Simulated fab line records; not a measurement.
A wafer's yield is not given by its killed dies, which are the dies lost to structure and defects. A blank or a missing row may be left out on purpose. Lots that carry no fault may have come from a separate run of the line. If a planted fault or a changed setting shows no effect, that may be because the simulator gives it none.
Matching of chambers | flow sky130 | cmp-02 running SKY_VIA3_CMP_02: 4 sister chambers
The step polishes SiO2. 4 wafers are shown with their chamber, then 7 later ones without.

WAFERS, EACH WITH ITS CHAMBER
wafer  | chamber | motor_current_A (A)
L120.3 | 2       | 12.3
L121.2 | 0       | 10.7
L121.3 | 3       | 11.7
L123.1 | 1       | 10.3

WAFERS WHOSE CHAMBER IS MISSING
wafer  | motor_current_A (A)
L123.2 | 12.0
L123.5 | 10.5
L122.2 | 11.1
L122.3 | 12.2
L122.4 | 10.3
L124.4 | 12.3
L124.5 | 12.0

CHAMBER TAKEN BY EACH
wafer  | from the rows above          | in truth
L123.2 | can't be placed: 2 or 3      | 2
L123.5 | can't be placed: 0 or 1      | 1
L122.2 | can't be placed: 0 or 3 or 1 | 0
L122.3 | can't be placed: 2 or 3      | 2
L122.4 | can't be placed: 1 or 0      | 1
L124.4 | 2                            | 2
L124.5 | can't be placed: 2 or 3      | 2
Placed correctly: 1 of 7. Not placeable from these rows: 6 (in 6, the candidates include the true chamber). Wrongly placed: 0.
How it was worked out, from the rows above alone: a wafer's distance from a chamber is the root of the sum, over the readings, of the square of ((its reading less the chamber's mean) divided by the reading's scatter). The wafer belongs to the nearest chamber; if the next one is less than 2 further off, it can't be placed. Each chamber's mean is taken over the wafers shown for it. The scatter: root of mean squared gap, hidden wafer to nearest shown wafer, with one shown wafer a chamber.
